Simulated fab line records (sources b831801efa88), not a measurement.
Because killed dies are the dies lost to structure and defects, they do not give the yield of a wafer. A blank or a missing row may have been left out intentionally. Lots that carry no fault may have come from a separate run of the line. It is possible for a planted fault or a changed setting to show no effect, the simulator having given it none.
The tool behind it: which one? | flow gf180mcu | 14 lots, 42 wafers sampled, at 3 steps of a route of 602

== WHAT THE GAUGES SHOWED, per wafer ==
GF_MVSD_OVL_MEAS_07.
lot  | measured     | on         | MVSD_OVL (nm)
L650 | day 4 15:37  | overlay-02 | -0.3 0.2 1.8
L651 | day 5 00:13  | overlay-01 | 1.1 -0.8 -1.0
L652 | day 5 04:49  | overlay-01 | 1.3 1.2 0.0
L653 | day 5 09:53  | overlay-01 | -1.9 -2.1 -1.5
L654 | day 5 16:13  | overlay-01 | 0.8 1.8 1.8
L656 | day 6 02:37  | overlay-01 | -1.1 1.1 1.7
L657 | day 6 07:16  | overlay-01 | -1.0 -2.0 -3.1
L658 | day 6 12:54  | overlay-02 | 0.1 0.8 0.0
L659 | day 6 19:16  | overlay-02 | 0.9 -0.2 -1.1
L668 | day 9 08:20  | overlay-02 | -0.9 -1.5 3.9
L669 | day 9 08:29  | overlay-01 | 1.3 0.6 -0.2
L670 | day 9 18:53  | overlay-02 | -2.5 0.2 0.1
L671 | day 9 19:14  | overlay-02 | -1.5 -2.6 -0.6
L672 | day 10 00:02 | overlay-01 | -2.1 -0.5 -0.3

GF_VT_IMPLANT_TW_MEAS_32.
lot  | measured     | on           | VT_IMPLANT_3_TW
L650 | day 7 02:17  | filmMetro-01 | 270.4 271.0 270.5
L651 | day 7 11:07  | filmMetro-01 | 270.5 273.3 271.7
L652 | day 7 15:49  | filmMetro-01 | 271.3 271.3 271.1
L653 | day 7 21:02  | filmMetro-01 | 270.8 271.3 272.1
L654 | day 8 05:23  | filmMetro-03 | 270.1 270.0 271.6
L656 | day 8 17:05  | filmMetro-03 | 269.9 270.6 270.5
L657 | day 8 22:35  | filmMetro-03 | 271.4 271.3 271.1
L658 | day 9 04:43  | filmMetro-01 | 271.9 272.4 273.0
L659 | day 9 13:04  | filmMetro-03 | 267.4 268.4 267.6
L668 | day 12 11:05 | filmMetro-03 | 267.8 267.8 269.4
L669 | day 12 12:02 | filmMetro-02 | 271.8 272.0 273.6
L670 | day 12 23:04 | filmMetro-03 | 268.3 270.5 268.5
L671 | day 12 23:22 | filmMetro-03 | 268.2 269.7 268.9
L672 | day 13 04:28 | filmMetro-01 | 274.1 271.9 273.1

GF_VT_IMPLANT_OVL_MEAS_40.
lot  | measured     | on         | VT_IMPLANT_03_OVL (nm)
L650 | day 7 18:08  | overlay-02 | 0.6 -0.9 0.0
L651 | day 8 02:38  | overlay-01 | 0.0 0.9 -1.7
L652 | day 8 07:38  | overlay-01 | -2.6 -2.7 -1.2
L653 | day 8 13:08  | overlay-01 | 1.2 1.5 2.7
L654 | day 8 21:50  | overlay-02 | -0.1 0.1 0.1
L656 | day 9 09:47  | overlay-02 | -0.1 -0.2 -0.6
L657 | day 9 14:26  | overlay-02 | -1.1 -1.3 -0.2
L658 | day 9 22:25  | overlay-01 | -1.9 -0.9 -0.9
L659 | day 10 05:35 | overlay-02 | 1.0 -0.8 1.4
L668 | day 13 06:50 | overlay-02 | 1.2 1.3 2.1
L669 | day 13 07:44 | overlay-01 | -1.6 0.1 -3.7
L670 | day 13 19:02 | overlay-02 | 1.2 -0.9 0.9
L671 | day 13 19:20 | overlay-01 | 0.3 2.8 1.1
L672 | day 14 00:47 | overlay-01 | 0.4 -0.1 -1.1

== EACH LOT AND THE TOOL THAT RAN IT (in order: tool; ch and the chambers of the sampled wafers; start) ==
Before these readings, the record contains no process step.

== WHAT THE TOOLS THEMSELVES READ (means of the sampled wafers that have a number; where no wafer has one, the mark that the record gives instead) ==
The record holds no such reading with a usual standard deviation.

== THE ANSWER, worked out from the rows above alone ==
Rule: what is usual is taken from the lots themselves. Put in order of their means at a reading, lots are off if they are a third of the lots or fewer, leave a main group of 4 or more, and stand apart from it by a gap of 3 or more times the standard deviation of the main group's means; of several such gaps the widest counts. A main group is skipped when, at the precision printed for the reading in the tables above, its means are all equal. A lot without any number at a reading at which 4 lots or more have one is off too. All remaining lots with rows at the step are treated as sound. First the gauges in route order, then the tools' own readings, where a lot's mean is used as printed above. The first step at which some lot is off is used, and at that step the reading that is off furthest; a lot without a number counts as furthest.
Nothing can be told from this: no lot is off at any reading shown.

== WHAT HAD BEEN PUT IN BY THE SIMULATOR ==
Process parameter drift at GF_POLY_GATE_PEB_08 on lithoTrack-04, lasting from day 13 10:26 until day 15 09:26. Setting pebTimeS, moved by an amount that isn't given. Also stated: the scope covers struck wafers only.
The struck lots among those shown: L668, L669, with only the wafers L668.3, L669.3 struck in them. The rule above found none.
